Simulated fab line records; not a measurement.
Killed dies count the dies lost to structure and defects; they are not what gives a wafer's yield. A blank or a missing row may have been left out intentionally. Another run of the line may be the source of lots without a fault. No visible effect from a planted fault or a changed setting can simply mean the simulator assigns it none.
fab line records	flow gf180mcu
[record] lots = 24	wafers = 72	last_day = 36
route steps=602 shown V2@387 M3@412 V4@501 MIM@508
lots that met no fault: taken from a fault-free run of the same line
start_h: the number of hours between the record's first day and the start of the first shown wafer of the lot	wait_h: hours elapsed since this lot's preceding step	" unchanged from the row above	L1.1+2: a single row standing in for several wafers	- no value, or no start given	* or withheld: withheld	< > ~ a bound
route shown NAME@n: a module of which the file shows steps, and the number in the route of the first	usual: the fault-free wafers' mean and standard deviation	same: alike in all rows	chamber/n: place in a boat	sites: each site's reading	_std_site: how widely they spread, as a standard deviation	_edge_site: outer sites' mean less inner sites'	radius_mm: how far each site lies from the wafer's centre	mask NAME#n: copy n	behind: the last tool/chamber to shape the wafer	hold: why the lot was held/for how many hours/how that ended	device: which transistor (n, p or np) failed to switch	end of line: the route-end tests of the same wafers	where a step has no rows: the recipe by itself	killed: dies that structure and defects cost at the first sort, which is not the same as the wafer's yield	map: shows each die of a wafer: x if killed, . if not, _ if none is there
set.NAME: the run value of the setting; set.NAME@STEP: its run value at that earlier step	model.NAME: the simulator's own value behind a step, which no gauge read
steps of the route over a sample of lots; a table a step, a row a wafer
services: from which hour (start_h, from the record's first day; less than 0 if before it) a tool's chamber was out of use, for how many hours, and why
[[steps]]
[step GF_V2_BOW_MEAS_05]
[recipe] mode = bow
[usual] V2_BOW = 100/8.5
lot.wafer	tool	chamber	start_h	wait_h	V2_BOW[um]
L074.1	film_metro-04	-	489.51	0.1	107
L074.3	"	-	"	"	93
L074.4	"	-	"	"	77
L075.1	film_metro-02	-	502.19	0.1	110
L075.2	"	-	"	"	122
L075.3	"	-	"	"	111
L076.1	film_metro-02	-	505.99	0.1	103
L076.2	"	-	"	"	97
L076.5	"	-	"	"	108
L077.2	film_metro-04	-	518.90	0.1	103
L077.4	"	-	"	"	101
L077.5	"	-	"	"	93
L078.2	film_metro-03	-	530.72	0.2	107
L078.3	"	-	"	"	110
L078.6	"	-	"	"	100
L079.2	film_metro-02	-	542.66	0.2	102
L079.4	"	-	"	"	98
L079.6	"	-	"	"	95
L080.1	film_metro-04	-	544.82	0.1	107
L080.2	"	-	"	"	105
L080.5	"	-	"	"	102
L081.2	film_metro-02	-	550.55	0.3	105
L081.3	"	-	"	"	93
L081.6	"	-	"	"	102
L082.1	film_metro-03	-	559.02	0.2	92
L082.2	"	-	"	"	93
L082.4	"	-	"	"	91
L083.2	film_metro-02	-	564.37	0.3	97
L083.5	"	-	"	"	91
L083.6	"	-	"	"	92
L084.1	film_metro-02	-	571.83	0.1	114
L084.4	"	-	"	"	98
L084.5	"	-	"	"	108
L085.3	film_metro-04	-	577.26	0.2	97
L085.4	"	-	"	"	89
L085.6	"	-	"	"	102
L086.2	film_metro-04	-	590.39	0.3	92
L086.3	"	-	"	"	95
L086.6	"	-	"	"	84
L087.2	film_metro-03	-	595.59	0.2	99
L087.3	"	-	"	"	101
L087.4	"	-	"	"	101
L088.1	film_metro-02	-	603.84	0.1	104
L088.2	"	-	"	"	101
L088.5	"	-	"	"	92
L089.1	film_metro-03	-	605.66	0.1	101
L089.2	"	-	"	"	98
L089.4	"	-	"	"	85
L090.2	film_metro-03	-	617.13	0.2	111
L090.5	"	-	"	"	91
L090.6	"	-	"	"	81
L091.1	film_metro-02	-	627.06	0.2	122
L091.2	"	-	"	"	106
L091.6	"	-	"	"	118
L092.4	film_metro-02	-	634.36	0.3	105
L092.5	"	-	"	"	91
L092.6	"	-	"	"	107
L093.2	film_metro-03	-	635.50	0.1	89
L093.3	"	-	"	"	86
L093.5	"	-	"	"	88
L094.2	film_metro-03	-	641.74	0.2	102
L094.4	"	-	"	"	114
L094.6	"	-	"	"	99
L095.2	film_metro-04	-	648.33	0.1	105
L095.5	"	-	"	"	106
L095.6	"	-	"	"	107
L096.4	film_metro-02	-	656.20	0.2	93
L096.5	"	-	"	"	102
L096.6	"	-	"	"	106
L097.3	film_metro-03	-	657.05	0.2	98
L097.4	"	-	"	"	96
L097.6	"	-	"	"	110
[step GF_M3_SPUTTER_03]
[recipe] material = Ti	target_thk_nm = 10	substrate_temp_c = 300	chamber_pressure_pa = 0.3	power_w = 3113	time_s = 6.7
[usual] throttle_valve_pct = 29.9/1.3
lot.wafer	tool	chamber	start_h	wait_h	throttle_valve_pct
L074.1	pvd_sputter-04	-	516.17	0.0	31.1
L074.3	"	-	"	"	28.4
L074.4	"	-	"	"	29.5
L075.1	pvd_sputter-02	-	528.85	0.0	27.7
L075.2	"	-	"	"	30.5
L075.3	"	-	"	"	30.0
L076.1	pvd_sputter-02	-	532.90	0.0	30.2
L076.2	"	-	"	"	29.5
L076.5	"	-	"	"	29.9
L077.2	pvd_sputter-01	-	545.56	0.0	30.4
L077.4	"	-	"	"	29.9
L077.5	"	-	"	"	30.3
L078.2	pvd_sputter-04	-	556.73	0.0	28.6
L078.3	"	-	"	"	29.3
L078.6	"	-	"	"	31.1
L079.2	pvd_sputter-02	-	568.46	0.0	30.3
L079.4	"	-	"	"	29.5
L079.6	"	-	"	"	30.2
L080.1	pvd_sputter-01	-	570.09	0.0	28.6
L080.2	"	-	"	"	30.2
L080.5	"	-	"	"	30.4
L081.2	pvd_sputter-01	-	576.48	0.0	28.7
L081.3	"	-	"	"	30.4
L081.6	"	-	"	"	28.8
L082.1	pvd_sputter-02	-	584.47	0.0	27.5
L082.2	"	-	"	"	30.1
L082.4	"	-	"	"	30.2
L083.2	pvd_sputter-04	-	588.87	0.0	29.3
L083.5	"	-	"	"	32.1
L083.6	"	-	"	"	28.4
L084.1	pvd_sputter-04	-	596.64	0.0	28.6
L084.4	"	-	"	"	29.4
L084.5	"	-	"	"	29.2
L085.3	pvd_sputter-04	-	602.48	0.0	28.6
L085.4	"	-	"	"	31.1
L085.6	"	-	"	"	31.0
L086.2	pvd_sputter-02	-	614.60	0.0	27.5
L086.3	"	-	"	"	30.4
L086.6	"	-	"	"	27.2
L087.2	pvd_sputter-02	-	619.59	0.0	27.6
L087.3	"	-	"	"	29.4
L087.4	"	-	"	"	30.2
L088.1	pvd_sputter-04	-	628.62	0.0	29.3
L088.2	"	-	"	"	32.1
L088.5	"	-	"	"	31.2
L089.1	pvd_sputter-02	-	628.97	0.0	29.6
L089.2	"	-	"	"	27.5
L089.4	"	-	"	"	30.1
L090.2	pvd_sputter-04	-	640.45	0.0	29.2
L090.5	"	-	"	"	32.3
L090.6	"	-	"	"	28.8
L092.4	pvd_sputter-04	-	657.47	0.0	28.7
L092.5	"	-	"	"	31.1
L092.6	"	-	"	"	28.4
L093.2	pvd_sputter-04	-	658.49	0.0	28.6
L093.3	"	-	"	"	30.8
L093.5	"	-	"	"	31.2
L094.2	pvd_sputter-01	-	665.16	0.0	30.4
L094.4	"	-	"	"	30.1
L094.6	"	-	"	"	30.5
L095.2	pvd_sputter-04	-	671.14	0.0	28.8
L095.5	"	-	"	"	32.1
L095.6	"	-	"	"	29.4
L096.4	pvd_sputter-01	-	678.59	0.0	30.4
L096.5	"	-	"	"	30.7
L096.6	"	-	"	"	30.1
L097.3	pvd_sputter-04	-	679.38	0.0	28.6
L097.4	"	-	"	"	29.3
L097.6	"	-	"	"	29.3
L091.1	pvd_sputter-02	-	684.98	0.0	27.5
L091.2	"	-	"	"	30.3
L091.6	"	-	"	"	30.1
[step GF_V4_THK_MEAS_25]
[recipe] thk_meas_gauge = xrf	reads = W_of_V4_CVD_23
[usual] V4_W_THK = 354/6
lot.wafer	tool	chamber	start_h	wait_h	V4_W_THK[nm]
L074.1	film_metro-02	-	615.73	0.1	351
L074.3	"	-	"	"	348
L074.4	"	-	"	"	346
L075.1	film_metro-04	-	628.49	0.1	354
L075.2	"	-	"	"	354
L075.3	"	-	"	"	351
L076.1	film_metro-04	-	630.52	0.1	360
L076.2	"	-	"	"	361
L076.5	"	-	"	"	356
L077.2	film_metro-02	-	642.64	0.1	356
L077.4	"	-	"	"	360
L077.5	"	-	"	"	352
L078.2	film_metro-04	-	652.14	0.1	354
L078.3	"	-	"	"	355
L078.6	"	-	"	"	355
L079.2	film_metro-04	-	662.78	0.1	354
L079.4	"	-	"	"	352
L079.6	"	-	"	"	358
L080.1	film_metro-02	-	665.57	0.1	365
L080.2	"	-	"	"	356
L080.5	"	-	"	"	356
L081.2	film_metro-04	-	670.33	0.1	355
L081.3	"	-	"	"	359
L081.6	"	-	"	"	355
L082.1	film_metro-03	-	676.81	0.1	350
L082.2	"	-	"	"	356
L082.4	"	-	"	"	358
L083.2	film_metro-02	-	680.79	0.1	356
L083.5	"	-	"	"	357
L083.6	"	-	"	"	352
L084.1	film_metro-04	-	688.40	0.1	348
L084.4	"	-	"	"	354
L084.5	"	-	"	"	360
L085.3	film_metro-03	-	694.01	0.1	348
L085.4	"	-	"	"	354
L085.6	"	-	"	"	359
L086.2	film_metro-02	-	703.43	0.1	367
L086.3	"	-	"	"	368
L086.6	"	-	"	"	370
L087.2	film_metro-04	-	709.71	0.1	357
L087.3	"	-	"	"	354
L087.4	"	-	"	"	348
L088.1	film_metro-03	-	717.09	0.1	351
L088.2	"	-	"	"	345
L088.5	"	-	"	"	341
L089.1	film_metro-02	-	717.82	0.1	361
L089.2	"	-	"	"	360
L089.4	"	-	"	"	362
L090.2	film_metro-02	-	727.77	0.1	348
L090.5	"	-	"	"	354
L090.6	"	-	"	"	345
L092.4	film_metro-02	-	744.35	0.1	355
L092.5	"	-	"	"	350
L092.6	"	-	"	"	339
L093.2	film_metro-02	-	744.68	0.1	360
L093.3	"	-	"	"	351
L093.5	"	-	"	"	356
L094.2	film_metro-02	-	749.56	0.1	352
L094.4	"	-	"	"	355
L094.6	"	-	"	"	356
L095.2	film_metro-03	-	756.47	0.1	351
L095.5	"	-	"	"	347
L095.6	"	-	"	"	356
L097.3	film_metro-04	-	763.27	0.1	349
L097.4	"	-	"	"	343
L097.6	"	-	"	"	339
L096.4	film_metro-02	-	766.36	0.1	351
L096.5	"	-	"	"	361
L096.6	"	-	"	"	352
L091.1	film_metro-04	-	767.58	0.1	360
L091.2	"	-	"	"	351
L091.6	"	-	"	"	357
[step GF_MIM_CVD_05]
[recipe] material = Si3N4	target_thk_nm = 42	temp_max_c = 400	temp_c = 385	time_s = 29.086	rf_w = 450
[usual] heater_power_w = 696/76
lot.wafer	tool	chamber	start_h	wait_h	heater_power_w	since_wet_clean_h
L074.1	pecvd-01	2	616.31	0.0	573	650
L074.3	"	1	"	"	769	650
L074.4	"	1	"	"	759	-
L075.1	pecvd-02	2	629.07	0.0	579	24
L075.2	"	1	"	"	817	24
L075.3	"	0	"	"	644	24
L076.1	pecvd-04	1	631.10	0.0	757	248
L076.2	"	0	"	"	693	248
L076.5	"	0	"	"	683	-
L077.2	pecvd-02	2	643.21	0.0	587	38
L077.4	"	1	"	"	805	-
L077.5	"	2	"	"	577	-
L078.2	pecvd-02	0	652.71	0.0	635	48
L078.3	"	2	"	"	566	48
L078.6	"	0	"	"	609	-
L079.2	pecvd-04	1	663.47	0.0	760	281
L079.4	"	2	"	"	654	-
L079.6	"	0	"	"	683	-
L080.1	pecvd-04	2	666.15	0.0	672	283
L080.2	"	0	"	"	626	283
L080.5	"	1	"	"	820	-
L081.2	pecvd-02	1	670.90	0.0	811	66
L081.3	"	2	"	"	627	66
L081.6	"	2	"	"	638	-
L082.1	pecvd-01	0	677.39	0.0	649	711
L082.2	"	2	"	"	664	711
L082.4	"	2	"	"	654	-
L083.2	pecvd-02	1	681.36	0.0	778	76
L083.5	"	1	"	"	792	-
L083.6	"	2	"	"	629	-
L084.1	pecvd-02	0	688.98	0.0	760	84
L084.4	"	2	"	"	609	-
L084.5	"	1	"	"	853	-
L085.3	pecvd-01	1	694.57	0.0	714	728
L085.4	"	2	"	"	661	-
L085.6	"	1	"	"	713	-
L086.2	pecvd-04	2	704.00	0.0	615	321
L086.3	"	1	"	"	797	321
L086.6	"	0	"	"	685	-
L087.2	pecvd-04	0	710.28	0.0	658	327
L087.3	"	2	"	"	701	327
L087.4	"	2	"	"	712	-
L088.1	pecvd-01	0	718.65	0.0	729	752
L088.2	"	1	"	"	724	752
L088.5	"	1	"	"	715	-
L089.1	pecvd-04	2	718.69	0.0	611	336
L089.2	"	1	"	"	788	336
L089.4	"	1	"	"	788	-
L090.2	pecvd-01	0	728.34	0.0	733	762
L090.5	"	0	"	"	751	-
L090.6	"	1	"	"	660	-
L092.4	pecvd-04	1	744.91	0.0	828	-
L092.5	"	2	"	"	722	-
L092.6	"	0	"	"	640	-
L093.2	pecvd-02	0	745.50	0.0	771	140
L093.3	"	2	"	"	611	140
L093.5	"	2	"	"	614	-
L094.2	pecvd-01	2	750.13	0.0	663	784
L094.4	"	0	"	"	716	-
L094.6	"	1	"	"	627	-
L095.2	pecvd-01	0	757.04	0.0	765	791
L095.5	"	1	"	"	744	-
L095.6	"	0	"	"	756	-
L097.3	pecvd-02	0	763.83	0.0	683	159
L097.4	"	1	"	"	850	-
L097.6	"	2	"	"	586	-
L096.4	pecvd-01	2	766.93	0.0	580	-
L096.5	"	2	"	"	614	-
L096.6	"	0	"	"	651	-
L091.1	pecvd-04	1	768.16	0.0	818	385
L091.2	"	0	"	"	647	385
L091.6	"	0	"	"	680	-
[step GF_MIM_THK_MEAS_06]
[recipe] reads = Si3N4_of_MIM_CVD_05
[usual] MIM_CVD_05_THK = 42.1/0.64
lot.wafer	tool	chamber	start_h	wait_h	MIM_CVD_05_THK[nm]
L074.1	film_metro-02	-	616.35	0.0	40.9
L074.3	"	-	"	"	41.8
L074.4	"	-	"	"	42.4
L075.1	film_metro-02	-	629.10	0.0	40.8
L075.2	"	-	"	"	42.1
L075.3	"	-	"	"	41.6
L076.1	film_metro-04	-	631.15	0.0	41.0
L076.2	"	-	"	"	42.0
L076.5	"	-	"	"	42.8
L077.2	film_metro-02	-	643.25	0.0	41.7
L077.4	"	-	"	"	42.7
L077.5	"	-	"	"	41.9
L078.2	film_metro-04	-	652.75	0.0	41.9
L078.3	"	-	"	"	41.6
L078.6	"	-	"	"	42.5
L079.2	film_metro-04	-	663.51	0.0	41.4
L079.4	"	-	"	"	41.3
L079.6	"	-	"	"	42.7
L080.1	film_metro-01	-	666.18	0.0	41.6
L080.2	"	-	"	"	41.7
L080.5	"	-	"	"	42.2
L081.2	film_metro-04	-	670.94	0.0	42.0
L081.3	"	-	"	"	41.2
L081.6	"	-	"	"	41.7
L082.1	film_metro-02	-	677.42	0.0	41.8
L082.2	"	-	"	"	41.0
L082.4	"	-	"	"	41.2
L083.2	film_metro-01	-	681.40	0.0	42.2
L083.5	"	-	"	"	43.1
L083.6	"	-	"	"	42.2
L084.1	film_metro-04	-	689.01	0.0	41.3
L084.4	"	-	"	"	41.6
L084.5	"	-	"	"	42.8
L085.3	film_metro-01	-	694.62	0.0	41.5
L085.4	"	-	"	"	41.5
L085.6	"	-	"	"	42.4
L086.2	film_metro-04	-	704.04	0.0	41.8
L086.3	"	-	"	"	42.2
L086.6	"	-	"	"	43.8
L087.2	film_metro-02	-	710.32	0.0	43.5
L087.3	"	-	"	"	41.8
L087.4	"	-	"	"	43.0
L088.1	film_metro-01	-	718.68	0.0	41.8
L088.2	"	-	"	"	41.8
L088.5	"	-	"	"	42.5
L089.1	film_metro-04	-	718.72	0.0	41.9
L089.2	"	-	"	"	41.5
L089.4	"	-	"	"	42.3
L090.2	film_metro-02	-	728.38	0.0	42.1
L090.5	"	-	"	"	42.2
L090.6	"	-	"	"	42.0
L092.4	film_metro-01	-	744.96	0.0	42.1
L092.5	"	-	"	"	42.1
L092.6	"	-	"	"	42.7
L093.2	film_metro-01	-	745.54	0.0	41.6
L093.3	"	-	"	"	41.4
L093.5	"	-	"	"	41.7
L094.2	film_metro-01	-	750.17	0.0	41.7
L094.4	"	-	"	"	43.3
L094.6	"	-	"	"	42.9
L095.2	film_metro-01	-	757.08	0.0	41.3
L095.5	"	-	"	"	42.4
L095.6	"	-	"	"	42.4
L097.3	film_metro-01	-	763.88	0.0	41.6
L097.4	"	-	"	"	42.4
L097.6	"	-	"	"	42.1
L096.4	film_metro-01	-	766.99	0.0	42.3
L096.5	"	-	"	"	42.0
L096.6	"	-	"	"	43.1
L091.1	film_metro-02	-	768.19	0.0	42.0
L091.2	"	-	"	"	42.5
L091.6	"	-	"	"	42.7
[step GF_MIM_SPUTTER_07]
[recipe] material = TiN	target_thk_nm = 60	power_w = 6500	time_s = 50	chamber_pressure_pa = 0.4
[usual] throttle_valve_pct = 29.9/1.2
lot.wafer	tool	chamber	start_h	wait_h	throttle_valve_pct
L074.1	pvd_sputter-02	-	616.41	0.1	30.0
L074.3	"	-	"	"	29.3
L074.4	"	-	"	"	30.1
L075.1	pvd_sputter-02	-	629.16	0.1	30.1
L075.2	"	-	"	"	27.6
L075.3	"	-	"	"	30.2
L076.1	pvd_sputter-04	-	631.21	0.1	29.1
L076.2	"	-	"	"	28.7
L076.5	"	-	"	"	28.7
L077.2	pvd_sputter-04	-	643.30	0.0	29.3
L077.4	"	-	"	"	28.8
L077.5	"	-	"	"	29.4
L078.2	pvd_sputter-04	-	652.80	0.0	28.7
L078.3	"	-	"	"	31.2
L078.6	"	-	"	"	28.4
L079.2	pvd_sputter-04	-	663.56	0.0	29.4
L079.4	"	-	"	"	32.0
L079.6	"	-	"	"	31.3
L080.1	pvd_sputter-01	-	666.24	0.1	30.6
L080.2	"	-	"	"	30.5
L080.5	"	-	"	"	30.7
L081.2	pvd_sputter-04	-	671.20	0.2	31.3
L081.3	"	-	"	"	32.2
L081.6	"	-	"	"	31.0
L082.1	pvd_sputter-01	-	677.48	0.1	29.9
L082.2	"	-	"	"	30.4
L082.4	"	-	"	"	30.6
L083.2	pvd_sputter-04	-	681.45	0.0	29.1
L083.5	"	-	"	"	30.9
L083.6	"	-	"	"	29.3
L084.1	pvd_sputter-01	-	689.07	0.1	30.9
L084.4	"	-	"	"	28.7
L084.5	"	-	"	"	28.9
L085.3	pvd_sputter-02	-	694.66	0.0	29.6
L085.4	"	-	"	"	30.5
L085.6	"	-	"	"	29.6
L086.2	pvd_sputter-02	-	704.09	0.0	27.4
L086.3	"	-	"	"	30.4
L086.6	"	-	"	"	27.4
L087.2	pvd_sputter-01	-	710.37	0.0	30.8
L087.3	"	-	"	"	29.9
L087.4	"	-	"	"	28.7
L088.1	pvd_sputter-02	-	718.74	0.1	27.5
L088.2	"	-	"	"	29.6
L088.5	"	-	"	"	27.4
L089.1	pvd_sputter-01	-	718.78	0.1	30.4
L089.2	"	-	"	"	29.0
L089.4	"	-	"	"	30.3
L090.2	pvd_sputter-01	-	728.43	0.0	30.9
L090.5	"	-	"	"	30.3
L090.6	"	-	"	"	30.7
L092.4	pvd_sputter-01	-	744.99	0.0	30.1
L092.5	"	-	"	"	30.6
L092.6	"	-	"	"	30.7
L093.2	pvd_sputter-02	-	745.59	0.0	29.5
L093.3	"	-	"	"	30.4
L093.5	"	-	"	"	30.4
L094.2	pvd_sputter-01	-	750.22	0.0	30.8
L094.4	"	-	"	"	29.0
L094.6	"	-	"	"	28.5
L095.2	pvd_sputter-02	-	757.13	0.0	27.4
L095.5	"	-	"	"	27.3
L095.6	"	-	"	"	30.1
L097.3	pvd_sputter-04	-	763.92	0.0	32.2
L097.4	"	-	"	"	30.9
L097.6	"	-	"	"	30.9
L096.4	pvd_sputter-02	-	767.02	0.0	29.9
L096.5	"	-	"	"	27.5
L096.6	"	-	"	"	30.5
L091.1	pvd_sputter-04	-	768.25	0.1	28.5
L091.2	"	-	"	"	32.1
L091.6	"	-	"	"	31.0
[[services]]
tool	chamber	start_h	hours	kind
pecvd-04	-	510.36	6.0	pm
pecvd-04	2	544.08	5.3	repair
pecvd-04	-	553.66	0.4	repair
pecvd-02	-	556.02	6.0	pm
pvd_sputter-04	-	567.00	1.2	repair
pecvd-02	-	583.44	2.8	pm
pecvd-02	-	591.12	14.0	pm
pecvd-01	2	606.62	6.9	repair
pecvd-01	-	614.56	1.0	repair
pvd_sputter-04	-	615.24	5.2	repair
pecvd-04	2	620.18	15.1	repair
pecvd-04	-	621.20	0.7	repair
pvd_sputter-01	-	624.66	13.4	repair
pecvd-04	2	637.23	4.4	repair
pvd_sputter-02	-	639.13	2.7	repair
pecvd-04	-	640.29	5.5	pm
pecvd-01	-	643.17	14.6	pm
pecvd-01	1	657.97	5.8	repair
pecvd-01	2	658.42	11.9	repair
pvd_sputter-01	-	666.43	5.6	repair
pecvd-01	1	706.79	2.7	repair
pecvd-04	-	708.32	1.5	repair
pvd_sputter-02	-	743.84	1.5	repair
pvd_sputter-04	-	756.69	3.2	repair
[[key]]
fault none
